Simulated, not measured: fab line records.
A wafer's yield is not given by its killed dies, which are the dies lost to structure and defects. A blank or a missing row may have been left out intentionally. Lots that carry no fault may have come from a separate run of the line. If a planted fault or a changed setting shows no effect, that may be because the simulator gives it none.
fab line records :: flow sky130
[record]
  lots = 14
  wafers = 42
  last-day = 51
route steps=708 shown LDD_HVN@275 PAD_OPEN@708
lots with no fault: from the same line, run without faults
start-h: hours from the record's opening day to when the first of the lot's shown wafers began :: wait-h: hours since the lot's step before :: " repeats the value in the row above :: L1.1+2: a row that stands for several wafers :: - value missing, or start not given :: * or withheld: withheld :: < > ~ a bound
route shown NAME@n: names a module that has steps shown in the file, with the first one's number in the route :: usual: mean/standard deviation taken from wafers without a fault :: same: alike in all rows :: chamber/n: place in a boat :: sites: the reading at each site :: _std_site: how widely they spread, as a standard deviation :: _edge_site: mean of outer sites minus mean of inner sites :: radius-mm: how far each site lies from the wafer's centre :: mask NAME#n: copy n :: behind: the tool/chamber that last shaped the wafer :: hold: reason for holding the lot/hours on hold/outcome of the hold :: device: which transistor (n, p or np) failed to switch :: end of line: the same wafers' tests at the end of the route :: step lacking rows: just its recipe :: killed: the dies lost at the first sort to structure and to defects; this is not the yield of the wafer :: map: shows each die of a wafer: x if killed, . if not, _ if none is there
set.NAME: the run value of the setting; set.NAME@STEP: its run value at that earlier step :: model.NAME: the simulator's own value behind a step, which no gauge read
the route's steps for a sample of lots (tables are steps, rows are wafers)
services: the hour from which a tool's chamber was out of use, counted from the record's first day as start-h (under 0 if before that day), plus the number of hours and why
[[steps]]
[step SKY_LDD_HVN_IMPLANT_08]
[recipe]
  species = P
  energy-kev = 60
  dose-cm2 = 3e+13
  tilt-deg = 40
[usual]
  beam-energy-keV = 60.002/0.018
lot.wafer: L386.2
tool: implanter-04
chamber: 0
start-h: 478.63
wait-h: 0.0
beam-energy-keV: 60.022

lot.wafer: L386.3
tool: implanter-04
chamber: 0
start-h: 478.63
wait-h: 0.0
beam-energy-keV: 59.998

lot.wafer: L386.6
tool: implanter-04
chamber: 0
start-h: 478.63
wait-h: 0.0
beam-energy-keV: 60.021

lot.wafer: L387.1
tool: implanter-04
chamber: 0
start-h: 486.64
wait-h: 0.0
beam-energy-keV: 60.006

lot.wafer: L387.2
tool: implanter-04
chamber: 0
start-h: 486.64
wait-h: 0.0
beam-energy-keV: 59.965

lot.wafer: L387.6
tool: implanter-04
chamber: 0
start-h: 486.64
wait-h: 0.0
beam-energy-keV: 60.003

lot.wafer: L390.4
tool: implanter-01
chamber: 0
start-h: 513.54
wait-h: 0.1
beam-energy-keV: 59.979

lot.wafer: L390.5
tool: implanter-01
chamber: 0
start-h: 513.54
wait-h: 0.1
beam-energy-keV: 60.016

lot.wafer: L390.6
tool: implanter-01
chamber: 0
start-h: 513.54
wait-h: 0.1
beam-energy-keV: 60.000

lot.wafer: L389.2
tool: implanter-01
chamber: 0
start-h: 515.22
wait-h: 0.0
beam-energy-keV: 59.998

lot.wafer: L389.4
tool: implanter-01
chamber: 0
start-h: 515.22
wait-h: 0.0
beam-energy-keV: 60.003

lot.wafer: L389.6
tool: implanter-01
chamber: 0
start-h: 515.22
wait-h: 0.0
beam-energy-keV: 59.992

lot.wafer: L391.2
tool: implanter-02
chamber: 0
start-h: 523.23
wait-h: 0.0
beam-energy-keV: 59.979

lot.wafer: L391.3
tool: implanter-02
chamber: 0
start-h: 523.23
wait-h: 0.0
beam-energy-keV: 59.996

lot.wafer: L391.6
tool: implanter-02
chamber: 0
start-h: 523.23
wait-h: 0.0
beam-energy-keV: 60.000

lot.wafer: L392.1
tool: implanter-01
chamber: 0
start-h: 531.26
wait-h: 0.0
beam-energy-keV: 59.986

lot.wafer: L392.3
tool: implanter-01
chamber: 0
start-h: 531.26
wait-h: 0.0
beam-energy-keV: 59.993

lot.wafer: L392.6
tool: implanter-01
chamber: 0
start-h: 531.26
wait-h: 0.0
beam-energy-keV: 59.983

lot.wafer: L395.2
tool: implanter-01
chamber: 0
start-h: 561.22
wait-h: 0.0
beam-energy-keV: 59.986

lot.wafer: L395.3
tool: implanter-01
chamber: 0
start-h: 561.22
wait-h: 0.0
beam-energy-keV: 60.008

lot.wafer: L395.6
tool: implanter-01
chamber: 0
start-h: 561.22
wait-h: 0.0
beam-energy-keV: 60.015

lot.wafer: L397.1
tool: implanter-02
chamber: 0
start-h: 571.54
wait-h: 0.0
beam-energy-keV: 60.003

lot.wafer: L397.2
tool: implanter-02
chamber: 0
start-h: 571.54
wait-h: 0.0
beam-energy-keV: 59.994

lot.wafer: L397.5
tool: implanter-02
chamber: 0
start-h: 571.54
wait-h: 0.0
beam-energy-keV: 59.989

lot.wafer: L398.1
tool: implanter-01
chamber: 0
start-h: 590.54
wait-h: 0.0
beam-energy-keV: 44.513

lot.wafer: L398.2
tool: implanter-01
chamber: 0
start-h: 590.54
wait-h: 0.0
beam-energy-keV: 44.527

lot.wafer: L398.3
tool: implanter-01
chamber: 0
start-h: 590.54
wait-h: 0.0
beam-energy-keV: 44.518

lot.wafer: L401.2
tool: implanter-01
chamber: 0
start-h: 605.28
wait-h: 0.0
beam-energy-keV: 44.517

lot.wafer: L401.3
tool: implanter-01
chamber: 0
start-h: 605.28
wait-h: 0.0
beam-energy-keV: 44.531

lot.wafer: L401.4
tool: implanter-01
chamber: 0
start-h: 605.28
wait-h: 0.0
beam-energy-keV: 44.510

lot.wafer: L403.2
tool: implanter-04
chamber: 0
start-h: 613.13
wait-h: 0.0
beam-energy-keV: 59.997

lot.wafer: L403.4
tool: implanter-04
chamber: 0
start-h: 613.13
wait-h: 0.0
beam-energy-keV: 60.009

lot.wafer: L403.5
tool: implanter-04
chamber: 0
start-h: 613.13
wait-h: 0.0
beam-energy-keV: 60.008

lot.wafer: L407.1
tool: implanter-02
chamber: 0
start-h: 653.46
wait-h: 0.0
beam-energy-keV: 59.985

lot.wafer: L407.2
tool: implanter-02
chamber: 0
start-h: 653.46
wait-h: 0.0
beam-energy-keV: 59.956

lot.wafer: L407.5
tool: implanter-02
chamber: 0
start-h: 653.46
wait-h: 0.0
beam-energy-keV: 59.980

lot.wafer: L408.1
tool: implanter-02
chamber: 0
start-h: 661.01
wait-h: 0.0
beam-energy-keV: 60.040

lot.wafer: L408.2
tool: implanter-02
chamber: 0
start-h: 661.01
wait-h: 0.0
beam-energy-keV: 60.009

lot.wafer: L408.6
tool: implanter-02
chamber: 0
start-h: 661.01
wait-h: 0.0
beam-energy-keV: 60.052

lot.wafer: L409.2
tool: implanter-02
chamber: 0
start-h: 672.12
wait-h: 0.0
beam-energy-keV: 60.031

lot.wafer: L409.3
tool: implanter-02
chamber: 0
start-h: 672.12
wait-h: 0.0
beam-energy-keV: 60.028

lot.wafer: L409.5
tool: implanter-02
chamber: 0
start-h: 672.12
wait-h: 0.0
beam-energy-keV: 60.029
[step SKY_LDD_HVN_TW_MEAS_10]
[usual]
  LDD_HVN_TW = 1448/8.9
lot.wafer: L386.2
tool: film-metro-02
chamber: -
start-h: 478.87
wait-h: 0.1
hold: -
LDD_HVN_TW: 1448

lot.wafer: L386.3
tool: film-metro-02
chamber: -
start-h: 478.87
wait-h: 0.1
hold: -
LDD_HVN_TW: 1443

lot.wafer: L386.6
tool: film-metro-02
chamber: -
start-h: 478.87
wait-h: 0.1
hold: -
LDD_HVN_TW: 1447

lot.wafer: L387.1
tool: film-metro-03
chamber: -
start-h: 486.89
wait-h: 0.1
hold: -
LDD_HVN_TW: 1452

lot.wafer: L387.2
tool: film-metro-03
chamber: -
start-h: 486.89
wait-h: 0.1
hold: -
LDD_HVN_TW: 1463

lot.wafer: L387.6
tool: film-metro-03
chamber: -
start-h: 486.89
wait-h: 0.1
hold: -
LDD_HVN_TW: 1455

lot.wafer: L390.4
tool: film-metro-02
chamber: -
start-h: 513.75
wait-h: 0.1
hold: -
LDD_HVN_TW: 1445

lot.wafer: L390.5
tool: film-metro-02
chamber: -
start-h: 513.75
wait-h: 0.1
hold: -
LDD_HVN_TW: 1446

lot.wafer: L390.6
tool: film-metro-02
chamber: -
start-h: 513.75
wait-h: 0.1
hold: -
LDD_HVN_TW: 1454

lot.wafer: L389.2
tool: film-metro-02
chamber: -
start-h: 515.45
wait-h: 0.1
hold: -
LDD_HVN_TW: 1445

lot.wafer: L389.4
tool: film-metro-02
chamber: -
start-h: 515.45
wait-h: 0.1
hold: -
LDD_HVN_TW: 1440

lot.wafer: L389.6
tool: film-metro-02
chamber: -
start-h: 515.45
wait-h: 0.1
hold: -
LDD_HVN_TW: 1443

lot.wafer: L391.2
tool: film-metro-03
chamber: -
start-h: 523.47
wait-h: 0.1
hold: -
LDD_HVN_TW: 1466

lot.wafer: L391.3
tool: film-metro-03
chamber: -
start-h: 523.47
wait-h: 0.1
hold: -
LDD_HVN_TW: 1463

lot.wafer: L391.6
tool: film-metro-03
chamber: -
start-h: 523.47
wait-h: 0.1
hold: -
LDD_HVN_TW: 1462

lot.wafer: L392.1
tool: film-metro-03
chamber: -
start-h: 531.51
wait-h: 0.1
hold: -
LDD_HVN_TW: 1468

lot.wafer: L392.3
tool: film-metro-03
chamber: -
start-h: 531.51
wait-h: 0.1
hold: -
LDD_HVN_TW: 1467

lot.wafer: L392.6
tool: film-metro-03
chamber: -
start-h: 531.51
wait-h: 0.1
hold: -
LDD_HVN_TW: 1461

lot.wafer: L395.2
tool: film-metro-02
chamber: -
start-h: 561.45
wait-h: 0.1
hold: -
LDD_HVN_TW: 1455

lot.wafer: L395.3
tool: film-metro-02
chamber: -
start-h: 561.45
wait-h: 0.1
hold: -
LDD_HVN_TW: 1452

lot.wafer: L395.6
tool: film-metro-02
chamber: -
start-h: 561.45
wait-h: 0.1
hold: -
LDD_HVN_TW: 1460

lot.wafer: L397.1
tool: film-metro-03
chamber: -
start-h: 571.79
wait-h: 0.1
hold: -
LDD_HVN_TW: 1460

lot.wafer: L397.2
tool: film-metro-03
chamber: -
start-h: 571.79
wait-h: 0.1
hold: -
LDD_HVN_TW: 1459

lot.wafer: L397.5
tool: film-metro-03
chamber: -
start-h: 571.79
wait-h: 0.1
hold: -
LDD_HVN_TW: 1460

lot.wafer: L398.1
tool: film-metro-02
chamber: -
start-h: 590.79
wait-h: 0.1
hold: await-dispo/0.2h/release
LDD_HVN_TW: 1328

lot.wafer: L398.2
tool: film-metro-02
chamber: -
start-h: 590.79
wait-h: 0.1
hold: await-dispo/0.2h/release
LDD_HVN_TW: 1333

lot.wafer: L398.3
tool: film-metro-02
chamber: -
start-h: 590.79
wait-h: 0.1
hold: await-dispo/0.2h/release
LDD_HVN_TW: 1331

lot.wafer: L398.1
tool: film-metro-02
chamber: -
start-h: 591.02
wait-h: 0.2
hold: -
LDD_HVN_TW: 1337

lot.wafer: L398.2
tool: film-metro-02
chamber: -
start-h: 591.02
wait-h: 0.2
hold: -
LDD_HVN_TW: 1336

lot.wafer: L398.3
tool: film-metro-02
chamber: -
start-h: 591.02
wait-h: 0.2
hold: -
LDD_HVN_TW: 1327

lot.wafer: L401.2
tool: film-metro-01
chamber: -
start-h: 605.52
wait-h: 0.1
hold: await-dispo/0.2h/release
LDD_HVN_TW: 1343

lot.wafer: L401.3
tool: film-metro-01
chamber: -
start-h: 605.52
wait-h: 0.1
hold: await-dispo/0.2h/release
LDD_HVN_TW: 1344

lot.wafer: L401.4
tool: film-metro-01
chamber: -
start-h: 605.52
wait-h: 0.1
hold: await-dispo/0.2h/release
LDD_HVN_TW: 1344

lot.wafer: L401.2
tool: film-metro-01
chamber: -
start-h: 605.74
wait-h: 0.2
hold: -
LDD_HVN_TW: 1341

lot.wafer: L401.3
tool: film-metro-01
chamber: -
start-h: 605.74
wait-h: 0.2
hold: -
LDD_HVN_TW: 1344

lot.wafer: L401.4
tool: film-metro-01
chamber: -
start-h: 605.74
wait-h: 0.2
hold: -
LDD_HVN_TW: 1338

lot.wafer: L403.2
tool: film-metro-01
chamber: -
start-h: 613.37
wait-h: 0.1
hold: -
LDD_HVN_TW: 1445

lot.wafer: L403.4
tool: film-metro-01
chamber: -
start-h: 613.37
wait-h: 0.1
hold: -
LDD_HVN_TW: 1449

lot.wafer: L403.5
tool: film-metro-01
chamber: -
start-h: 613.37
wait-h: 0.1
hold: -
LDD_HVN_TW: 1454

lot.wafer: L407.1
tool: film-metro-01
chamber: -
start-h: 653.71
wait-h: 0.1
hold: -
LDD_HVN_TW: 1430

lot.wafer: L407.2
tool: film-metro-01
chamber: -
start-h: 653.71
wait-h: 0.1
hold: -
LDD_HVN_TW: 1432

lot.wafer: L407.5
tool: film-metro-01
chamber: -
start-h: 653.71
wait-h: 0.1
hold: -
LDD_HVN_TW: 1436

lot.wafer: L408.1
tool: film-metro-02
chamber: -
start-h: 661.26
wait-h: 0.1
hold: -
LDD_HVN_TW: 1448

lot.wafer: L408.2
tool: film-metro-02
chamber: -
start-h: 661.26
wait-h: 0.1
hold: -
LDD_HVN_TW: 1445

lot.wafer: L408.6
tool: film-metro-02
chamber: -
start-h: 661.26
wait-h: 0.1
hold: -
LDD_HVN_TW: 1453

lot.wafer: L409.2
tool: film-metro-02
chamber: -
start-h: 672.35
wait-h: 0.1
hold: -
LDD_HVN_TW: 1440

lot.wafer: L409.3
tool: film-metro-02
chamber: -
start-h: 672.35
wait-h: 0.1
hold: -
LDD_HVN_TW: 1443

lot.wafer: L409.5
tool: film-metro-02
chamber: -
start-h: 672.35
wait-h: 0.1
hold: -
LDD_HVN_TW: 1432
[step SKY_PAD_OPEN_PROBE_99]
[usual]
  killed_at_M0_to_M3 = 44/6.9
  killed_at_M4_up = 3.1/1.7
  killed-at-contacts = 25/5.6
  killed-at-front-end = 14/4.3
  killed-at-other = 0.3/0.51
  killed-dies = 86/9.8
  killed-on-rim = 17/3.8
  killed-open = 47/6.5
  killed-short = 39/6.6
[same]
  gross-dies = 492
  killed-at-back-side = 0
lot.wafer: L387.1
tool: prober-01
chamber: -
start-h: 1102.87
wait-h: 0.1
killed_at_M0_to_M3: 53
killed_at_M4_up: 2
killed-at-contacts: 37
killed-at-front-end: 19
killed-at-other: 0
killed-dies: 111
killed-on-rim: 22
killed-open: 58
killed-short: 53

lot.wafer: L387.2
tool: prober-01
chamber: -
start-h: 1102.92
wait-h: 0.1
killed_at_M0_to_M3: 43
killed_at_M4_up: 1
killed-at-contacts: 22
killed-at-front-end: 22
killed-at-other: 0
killed-dies: 88
killed-on-rim: 18
killed-open: 58
killed-short: 30

lot.wafer: L387.6
tool: prober-01
chamber: -
start-h: 1103.12
wait-h: 0.2
killed_at_M0_to_M3: 50
killed_at_M4_up: 2
killed-at-contacts: 33
killed-at-front-end: 18
killed-at-other: 0
killed-dies: 103
killed-on-rim: 21
killed-open: 56
killed-short: 47

lot.wafer: L389.2
tool: prober-02
chamber: -
start-h: 1120.72
wait-h: 0.1
killed_at_M0_to_M3: 46
killed_at_M4_up: 2
killed-at-contacts: 25
killed-at-front-end: 6
killed-at-other: 0
killed-dies: 79
killed-on-rim: 16
killed-open: 44
killed-short: 35

lot.wafer: L389.4
tool: prober-02
chamber: -
start-h: 1120.82
wait-h: 0.2
killed_at_M0_to_M3: 39
killed_at_M4_up: 4
killed-at-contacts: 24
killed-at-front-end: 11
killed-at-other: 0
killed-dies: 78
killed-on-rim: 20
killed-open: 44
killed-short: 34

lot.wafer: L389.6
tool: prober-02
chamber: -
start-h: 1120.92
wait-h: 0.2
killed_at_M0_to_M3: 50
killed_at_M4_up: 4
killed-at-contacts: 34
killed-at-front-end: 16
killed-at-other: 0
killed-dies: 104
killed-on-rim: 15
killed-open: 54
killed-short: 50

lot.wafer: L391.2
tool: prober-01
chamber: -
start-h: 1125.12
wait-h: 0.1
killed_at_M0_to_M3: 32
killed_at_M4_up: 3
killed-at-contacts: 30
killed-at-front-end: 9
killed-at-other: 0
killed-dies: 74
killed-on-rim: 17
killed-open: 44
killed-short: 30

lot.wafer: L391.3
tool: prober-01
chamber: -
start-h: 1125.17
wait-h: 0.2
killed_at_M0_to_M3: 47
killed_at_M4_up: 5
killed-at-contacts: 23
killed-at-front-end: 10
killed-at-other: 1
killed-dies: 86
killed-on-rim: 19
killed-open: 36
killed-short: 50

lot.wafer: L391.6
tool: prober-01
chamber: -
start-h: 1125.32
wait-h: 0.2
killed_at_M0_to_M3: 40
killed_at_M4_up: 3
killed-at-contacts: 17
killed-at-front-end: 11
killed-at-other: 1
killed-dies: 72
killed-on-rim: 10
killed-open: 46
killed-short: 26

lot.wafer: L395.2
tool: prober-01
chamber: -
start-h: 1147.69
wait-h: 0.1
killed_at_M0_to_M3: 49
killed_at_M4_up: 3
killed-at-contacts: 21
killed-at-front-end: 12
killed-at-other: 0
killed-dies: 85
killed-on-rim: 18
killed-open: 47
killed-short: 38

lot.wafer: L395.3
tool: prober-01
chamber: -
start-h: 1147.74
wait-h: 0.2
killed_at_M0_to_M3: 48
killed_at_M4_up: 1
killed-at-contacts: 35
killed-at-front-end: 8
killed-at-other: 1
killed-dies: 93
killed-on-rim: 17
killed-open: 50
killed-short: 43

lot.wafer: L395.6
tool: prober-01
chamber: -
start-h: 1147.89
wait-h: 0.2
killed_at_M0_to_M3: 51
killed_at_M4_up: 2
killed-at-contacts: 19
killed-at-front-end: 11
killed-at-other: 0
killed-dies: 83
killed-on-rim: 15
killed-open: 48
killed-short: 35

lot.wafer: L398.1
tool: prober-01
chamber: -
start-h: 1167.04
wait-h: 0.1
killed_at_M0_to_M3: 45
killed_at_M4_up: 7
killed-at-contacts: 37
killed-at-front-end: 17
killed-at-other: 0
killed-dies: 106
killed-on-rim: 25
killed-open: 54
killed-short: 52

lot.wafer: L398.2
tool: prober-01
chamber: -
start-h: 1167.09
wait-h: 0.1
killed_at_M0_to_M3: 51
killed_at_M4_up: 2
killed-at-contacts: 24
killed-at-front-end: 11
killed-at-other: 1
killed-dies: 89
killed-on-rim: 14
killed-open: 48
killed-short: 41

lot.wafer: L398.3
tool: prober-01
chamber: -
start-h: 1167.14
wait-h: 0.2
killed_at_M0_to_M3: 52
killed_at_M4_up: 2
killed-at-contacts: 28
killed-at-front-end: 16
killed-at-other: 0
killed-dies: 98
killed-on-rim: 22
killed-open: 55
killed-short: 43
// killed by level:class
L387.1 CONTACT:geometric-particle:open=17 VIA1:geometric-particle:open=13 CONTACT:geometric-particle:short=11 FIELD_ISO:geometric-particle:short=8 VIA2:geometric-particle:open=7 VIA3:geometric-particle:open=7 VIA1:geometric-particle:short=6 METAL2:geometric-particle:short=6
L387.2 CONTACT:geometric-particle:open=11 VIA2:geometric-particle:open=10 VIA1:geometric-particle:open=10 FIELD_ISO:geometric-particle:short=6 METAL1:geometric-particle:short=6 VIA3:geometric-particle:open=6 FIELD_ISO:geometric-particle:open=5 POLY_GATE:geometric-particle:open=5
L387.6 CONTACT:geometric-particle:open=16 VIA1:geometric-particle:open=10 METAL1:geometric-particle:short=8 METAL2:geometric-particle:short=7 LI_CONTACT:geometric-particle:open=7 VIA3:geometric-particle:open=6 CONTACT:geometric-particle:short=6 FIELD_ISO:geometric-particle:short=4
L389.2 VIA1:geometric-particle:open=12 VIA3:geometric-particle:open=10 LI_CONTACT:geometric-particle:open=8 CONTACT:geometric-particle:open=8 LI_CONTACT:geometric-particle:short=6 VIA1:geometric-particle:short=5 METAL2:geometric-particle:short=5 METAL1:geometric-particle:short=4
L389.4 LI_CONTACT:geometric-particle:open=12 VIA1:geometric-particle:open=9 METAL1:geometric-particle:short=9 POLY_GATE:geometric-particle:open=6 CONTACT:geometric-particle:open=6 METAL2:geometric-particle:short=4 VIA2:geometric-particle:open=4 POLY_GATE:geometric-particle:short=3
L389.6 CONTACT:geometric-particle:open=13 VIA1:geometric-particle:open=12 LI_CONTACT:geometric-particle:open=12 METAL1:geometric-particle:short=11 METAL2:geometric-particle:short=8 POLY_GATE:geometric-particle:open=5 METAL3:geometric-particle:short=4 CONTACT:geometric-particle:short=4
L391.2 CONTACT:geometric-particle:open=15 VIA1:geometric-particle:open=9 VIA3:geometric-particle:open=6 LOCAL_INTERCONNECT:geometric-particle:short=5 METAL3:geometric-particle:short=5 LI_CONTACT:geometric-particle:open=4 METAL2:geometric-particle:short=4 FIELD_ISO:geometric-particle:short=3
L391.3 VIA2:geometric-particle:open=9 VIA1:geometric-particle:open=6 CONTACT:geometric-particle:open=6 LI_CONTACT:geometric-particle:open=5 CONTACT:geometric-particle:short=5 METAL1:geometric-particle:short=5 VIA3:geometric-particle:short=5 VIA1:geometric-particle:short=5
L391.6 VIA1:geometric-particle:open=11 VIA3:geometric-particle:open=8 CONTACT:geometric-particle:open=8 FIELD_ISO:geometric-particle:short=4 VIA2:geometric-particle:open=4 LI_CONTACT:geometric-particle:open=4 POLY_GATE:geometric-particle:open=3 LOCAL_INTERCONNECT:geometric-particle:short=3
L395.2 VIA1:geometric-particle:open=9 VIA2:geometric-particle:open=9 METAL1:geometric-particle:short=9 LI_CONTACT:geometric-particle:open=8 VIA3:geometric-particle:open=8 POLY_GATE:geometric-particle:short=5 CONTACT:geometric-particle:open=5 POLY_GATE:geometric-particle:open=4
L395.3 VIA1:geometric-particle:open=13 CONTACT:geometric-particle:open=10 LI_CONTACT:geometric-particle:open=9 VIA3:geometric-particle:open=9 METAL1:geometric-particle:short=7 VIA3:geometric-particle:short=5 LOCAL_INTERCONNECT:geometric-particle:short=5 CONTACT:geometric-particle:short=5
L395.6 VIA1:geometric-particle:open=16 CONTACT:geometric-particle:open=9 METAL1:geometric-particle:short=8 VIA3:geometric-particle:open=8 POLY_GATE:geometric-particle:short=7 VIA2:geometric-particle:open=7 LI_CONTACT:geometric-particle:open=5 FIELD_ISO:geometric-particle:short=3
L398.1 CONTACT:geometric-particle:open=15 METAL2:geometric-particle:short=9 VIA1:geometric-particle:open=8 LI_CONTACT:geometric-particle:open=8 LOCAL_INTERCONNECT:geometric-particle:short=6 METAL1:geometric-particle:short=6 VIA2:geometric-particle:open=6 METAL4:geometric-particle:short=6
L398.2 CONTACT:geometric-particle:open=12 VIA1:geometric-particle:open=11 VIA1:geometric-particle:short=7 METAL1:geometric-particle:short=7 VIA2:geometric-particle:open=6 FIELD_ISO:geometric-particle:short=5 VIA3:geometric-particle:open=5 LI_CONTACT:geometric-particle:open=4
L398.3 LI_CONTACT:geometric-particle:open=13 CONTACT:geometric-particle:open=10 VIA1:geometric-particle:open=10 VIA1:geometric-particle:short=7 METAL1:geometric-particle:short=7 METAL2:geometric-particle:short=7 VIA3:geometric-particle:open=6 VIA3:geometric-particle:short=5
[[services]]
tool: implanter-01
chamber: -
start-h: 464.00
hours: 5.0
kind: repair

tool: implanter-01
chamber: -
start-h: 557.15
hours: 2.9
kind: repair

tool: implanter-04
chamber: -
start-h: 566.10
hours: 7.1
kind: pm

tool: implanter-04
chamber: -
start-h: 599.20
hours: 9.2
kind: pm

tool: implanter-04
chamber: -
start-h: 608.38
hours: 1.2
kind: repair

tool: implanter-01
chamber: -
start-h: 610.55
hours: 8.4
kind: pm

tool: implanter-04
chamber: -
start-h: 638.76
hours: 2.2
kind: repair

tool: implanter-01
chamber: -
start-h: 642.37
hours: 8.2
kind: pm

tool: implanter-04
chamber: -
start-h: 651.07
hours: 0.8
kind: repair

tool: implanter-01
chamber: -
start-h: 664.07
hours: 2.5
kind: repair
[[key]]
[first-sign]
  step = SKY_LDD_HVN_IMPLANT_08
  reading = beam-energy-keV
  direction = down
  sigmas = 99+
  usual = *
  struck = *
[effect]
  step = SKY_LDD_HVN_TW_MEAS_10
  reading = visit
  direction = added
[effect]
  step = SKY_LDD_HVN_TW_MEAS_10
  reading = LDD_HVN_TW
  direction = down
  sigmas = 12
  usual = 1448
  struck = 1337
met-at SKY_LDD_HVN_IMPLANT_08
struck-lots L398,L401
tester-left-out L398,L401
onset-between 561.22 590.54
[fault]
  kind = process-parameter-drift
  tool = implanter-01
  chamber = -
  onset-h = 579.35
  steps = SKY_LDD_HVN_IMPLANT_08
  channel = energy-kev
  offset = *
  shape = step
  end-h = 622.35
  acts-in = *
  stated = *
// tester-left-out: of these lots the tester's yield and bins aren't shown, on N5 and GAA mostly nor the transistor test; their killed dies are dies lost to structure and defects alone, not to doping, threshold or leakage, so they don't give the yield
